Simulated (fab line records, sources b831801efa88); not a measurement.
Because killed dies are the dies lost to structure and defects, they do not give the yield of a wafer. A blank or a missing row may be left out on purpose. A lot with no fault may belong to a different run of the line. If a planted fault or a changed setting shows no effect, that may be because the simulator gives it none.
Which tool is to blame? + flow sky130 + 12 lots, 36 wafers sampled, at 5 steps of a route of 708

## WHAT EACH GAUGE READ, for each wafer
The record lacks any reading of a measuring or inspecting step that a usual standard deviation could be used to judge.

## TOOL THAT RAN EACH LOT (tool first, then ch and the chambers of the sampled wafers, then the start)
| lot  | SKY_METAL4_DESCUM_15              | SKY_VIA4_SPUTTER_17          | SKY_METAL5_SPUTTER_03        | SKY_PASSIVATION_CVD_00          | SKY_PAD_OPEN_PROBE_99   |
|------|-----------------------------------|------------------------------|------------------------------|---------------------------------|-------------------------|
| L688 | rie_metal-03 ch 0,1, day 41 12:24 | pvd_sputter-01, day 42 13:32 | pvd_sputter-03, day 42 14:20 | pecvd-02 ch 0,2, day 43 14:04   | prober-02, day 45 12:05 |
| L690 | rie_metal-01 ch 0,1, day 41 23:23 | pvd_sputter-02, day 42 23:56 | pvd_sputter-02, day 43 00:44 | pecvd-04 ch 0,1,2, day 43 23:38 | prober-02, day 45 21:45 |
| L698 | rie_metal-02 ch 0,1, day 44 14:55 | pvd_sputter-04, day 45 14:26 | pvd_sputter-03, day 45 15:14 | pecvd-04 ch 0,1, day 46 12:13   | prober-02, day 48 06:20 |
| L700 | rie_metal-02 ch 0,1, day 44 21:56 | pvd_sputter-04, day 45 21:32 | pvd_sputter-04, day 45 22:20 | pecvd-02 ch 0,1, day 46 19:23   | prober-02, day 48 13:10 |
| L701 | rie_metal-01 ch 0,1, day 44 23:53 | pvd_sputter-04, day 45 23:20 | pvd_sputter-04, day 46 00:08 | pecvd-01 ch 0,1, day 46 21:13   | prober-01, day 48 14:12 |
| L702 | rie_metal-01 ch 0,1, day 45 10:31 | pvd_sputter-04, day 46 09:20 | pvd_sputter-02, day 46 10:08 | pecvd-02 ch 1,2, day 47 07:13   | prober-02, day 48 23:25 |
| L703 | rie_metal-03 ch 1, day 45 17:55   | pvd_sputter-04, day 46 17:02 | pvd_sputter-03, day 46 17:49 | pecvd-02 ch 0,2, day 47 13:59   | prober-01, day 49 05:55 |
| L705 | rie_metal-01 ch 0,1, day 46 03:56 | pvd_sputter-02, day 47 01:38 | pvd_sputter-04, day 47 02:28 | pecvd-01 ch 0,1, day 47 22:31   | prober-01, day 49 13:16 |
| L706 | rie_metal-01 ch 0,1, day 46 16:09 | pvd_sputter-01, day 47 14:28 | pvd_sputter-03, day 47 15:14 | pecvd-02 ch 0,1,2, day 48 11:20 | prober-02, day 50 00:21 |
| L711 | rie_metal-02 ch 0,1, day 48 01:04 | pvd_sputter-02, day 48 20:39 | pvd_sputter-04, day 48 21:26 | pecvd-01 ch 0,1,2, day 49 15:06 | prober-02, day 51 01:49 |
| L707 | rie_metal-01 ch 0,1, day 48 02:55 | pvd_sputter-01, day 48 23:29 | pvd_sputter-02, day 49 00:17 | pecvd-02 ch 0,1,2, day 49 17:41 | prober-02, day 51 04:37 |
| L710 | rie_metal-03 ch 0,1, day 48 07:35 | pvd_sputter-04, day 49 03:49 | pvd_sputter-04, day 49 04:39 | pecvd-02 ch 0,1, day 49 22:19   | prober-01, day 51 08:48 |
- SKY_METAL4_DESCUM_15: chemistry O2, time 8 s.
- SKY_VIA4_SPUTTER_17: material TiN, target thk 20 nm, time 80 s.
- SKY_METAL5_SPUTTER_03: material Ti, target thk 5 nm, time 3.3 s.
- SKY_PASSIVATION_CVD_00: deposits SiO2, target thk 90 nm.
- SKY_PAD_OPEN_PROBE_99

## AS READ BY THE TOOLS THEMSELVES (means over the sampled wafers that have a number; for cases with no such wafer, the mark the record gives instead)
SKY_METAL4_DESCUM_15.
| lot  | tool         | drypump_motor_current_A (A) | oes_product_au (a.u.) |
|------|--------------|-----------------------------|-----------------------|
| L688 | rie_metal-03 | 6.1                         | 1.011                 |
| L690 | rie_metal-01 | 5.5                         | 0.994                 |
| L698 | rie_metal-02 | 6.5                         | 0.981                 |
| L700 | rie_metal-02 | 6.6                         | 0.987                 |
| L701 | rie_metal-01 | 5.5                         | 0.998                 |
| L702 | rie_metal-01 | 5.2                         | 0.999                 |
| L703 | rie_metal-03 | 5.8                         | 1.011                 |
| L705 | rie_metal-01 | 5.2                         | 1.005                 |
| L706 | rie_metal-01 | 5.5                         | 1.008                 |
| L711 | rie_metal-02 | 6.6                         | 0.984                 |
| L707 | rie_metal-01 | 5.5                         | 1.004                 |
| L710 | rie_metal-03 | 6.1                         | 0.995                 |

SKY_VIA4_SPUTTER_17.
| lot  | tool           | throttle_valve_pct (%) |
|------|----------------|------------------------|
| L688 | pvd_sputter-01 | 30.8                   |
| L690 | pvd_sputter-02 | 31.1                   |
| L698 | pvd_sputter-04 | 30.3                   |
| L700 | pvd_sputter-04 | 29.9                   |
| L701 | pvd_sputter-04 | 30.3                   |
| L702 | pvd_sputter-04 | 30.7                   |
| L703 | pvd_sputter-04 | 30.3                   |
| L705 | pvd_sputter-02 | 30.4                   |
| L706 | pvd_sputter-01 | 30.5                   |
| L711 | pvd_sputter-02 | 29.8                   |
| L707 | pvd_sputter-01 | 30.1                   |
| L710 | pvd_sputter-04 | 30.4                   |

SKY_METAL5_SPUTTER_03.
| lot  | tool           | throttle_valve_pct (%) |
|------|----------------|------------------------|
| L688 | pvd_sputter-03 | 30.5                   |
| L690 | pvd_sputter-02 | 30.4                   |
| L698 | pvd_sputter-03 | 30.1                   |
| L700 | pvd_sputter-04 | 30.5                   |
| L701 | pvd_sputter-04 | 30.5                   |
| L702 | pvd_sputter-02 | 30.3                   |
| L703 | pvd_sputter-03 | 30.4                   |
| L705 | pvd_sputter-04 | 30.4                   |
| L706 | pvd_sputter-03 | 30.0                   |
| L711 | pvd_sputter-04 | 30.3                   |
| L707 | pvd_sputter-02 | 30.5                   |
| L710 | pvd_sputter-04 | 30.3                   |

SKY_PASSIVATION_CVD_00.
| lot  | tool     | heater_power_w (W) |
|------|----------|--------------------|
| L688 | pecvd-02 | 570                |
| L690 | pecvd-04 | 647                |
| L698 | pecvd-04 | 612                |
| L700 | pecvd-02 | 692                |
| L701 | pecvd-01 | 571                |
| L702 | pecvd-02 | 746                |
| L703 | pecvd-02 | 669                |
| L705 | pecvd-01 | 576                |
| L706 | pecvd-02 | 694                |
| L711 | pecvd-01 | 631                |
| L707 | pecvd-02 | 595                |
| L710 | pecvd-02 | 661                |

SKY_PAD_OPEN_PROBE_99.
| lot  | tool      | defect_limited_yield (%) | killed_at_M0_to_M3 | killed_at_M4_up | killed_at_contacts | killed_at_front_end | killed_at_other | killed_dies | killed_on_rim | killed_open | killed_short | sort_bin_3_pad_short (%) | sort_bin_5_function (%) | sort_bin_6_memory (%) | sort_n_pass | sort_yield_pct (%) |
|------|-----------|--------------------------|--------------------|-----------------|--------------------|---------------------|-----------------|-------------|---------------|-------------|--------------|--------------------------|-------------------------|-----------------------|-------------|--------------------|
| L688 | prober-02 | 81.2                     | 39                 | 2.3             | 30                 | 20                  | 0.7             | 92          | 18            | 55          | 37           | 1.1                      | 10.9                    | 6.8                   | 400         | 81.2               |
| L690 | prober-02 | 82.4                     | 44                 | 2.0             | 23                 | 18                  | 0.3             | 87          | 17            | 46          | 41           | 1.0                      | 10.9                    | 5.8                   | 405         | 82.4               |
| L698 | prober-02 | 73.6                     | 46                 | 2.0             | 25                 | 16                  | 40.3            | 130         | 19            | 44          | 46           | 3.5                      | 16.3                    | 6.6                   | 362         | 73.6               |
| L700 | prober-02 | 80.6                     | 45                 | 2.7             | 28                 | 19                  | 1.3             | 96          | 21            | 54          | 40           | 1.5                      | 11.0                    | 7.0                   | 396         | 80.6               |
| L701 | prober-01 | 82.0                     | 44                 | 3.7             | 30                 | 11                  | 0.3             | 89          | 17            | 47          | 42           | 0.7                      | 10.7                    | 6.6                   | 403         | 82.0               |
| L702 | prober-02 | 82.0                     | 47                 | 3.7             | 24                 | 13                  | 0.7             | 89          | 18            | 46          | 43           | 0.9                      | 11.5                    | 5.6                   | 403         | 82.0               |
| L703 | prober-01 | 85.9                     | 37                 | 2.3             | 20                 | 10                  | 1.3             | 70          | 14            | 37          | 33           | 0.5                      | 8.2                     | 5.4                   | 422         | 85.9               |
| L705 | prober-01 | 82.4                     | 38                 | 3.0             | 27                 | 18                  | 0.3             | 86          | 20            | 49          | 37           | 0.8                      | 10.3                    | 6.4                   | 406         | 82.4               |
| L706 | prober-02 | 79.7                     | 51                 | 2.7             | 22                 | 23                  | 1.0             | 100         | 18            | 57          | 42           | 0.6                      | 10.6                    | 9.2                   | 392         | 79.7               |
| L711 | prober-02 | 82.5                     | 41                 | 1.7             | 27                 | 16                  | 0.7             | 86          | 14            | 46          | 40           | 0.9                      | 10.7                    | 5.9                   | 406         | 82.5               |
| L707 | prober-02 | 82.6                     | 46                 | 2.3             | 21                 | 15                  | 0.7             | 85          | 16            | 51          | 35           | 0.9                      | 9.8                     | 6.6                   | 407         | 82.6               |
| L710 | prober-01 | 82.3                     | 45                 | 3.3             | 24                 | 14                  | 0.3             | 87          | 18            | 49          | 38           | 0.5                      | 10.9                    | 6.2                   | 405         | 82.3               |

## THE ANSWER, worked out from the rows above alone
Rule: what is usual is taken from the lots themselves. Put in order of their means at a reading, lots are off if they are a third of the lots or fewer, leave a main group of 4 or more, and stand apart from it by a gap of 3 or more times the standard deviation of the main group's means; of several such gaps the widest counts. If all means in a main group match to the digits the tables above print for the reading, that group is not used. Also off: a lot with no number at a reading for which 4 or more lots have one. All remaining lots with rows at the step are treated as sound. First the gauges in route order, then the tools' own readings, where a lot's mean is used as printed above. The first step at which some lot is off is used, and at that step the reading that is off furthest; a lot without a number counts as furthest.
Off: L698 (SKY_PAD_OPEN_PROBE_99, killed_at_other). The main group: mean 0.7, standard deviation 0.36.
If a tool, at that step or one of the process steps before it, ran each lot that is off and ran no sound lot following the first of them, it fits. One candidate fits, namely pecvd-04 at SKY_PASSIVATION_CVD_00. A fault onset in the window from L690 (day 43 23:38, its last sound lot) to L698 (day 46 12:13, its first lot off) fits.

## WHAT THE SIMULATOR HAD PUT IN
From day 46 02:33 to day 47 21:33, pecvd-04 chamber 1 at SKY_PASSIVATION_CVD_00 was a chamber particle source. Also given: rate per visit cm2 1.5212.
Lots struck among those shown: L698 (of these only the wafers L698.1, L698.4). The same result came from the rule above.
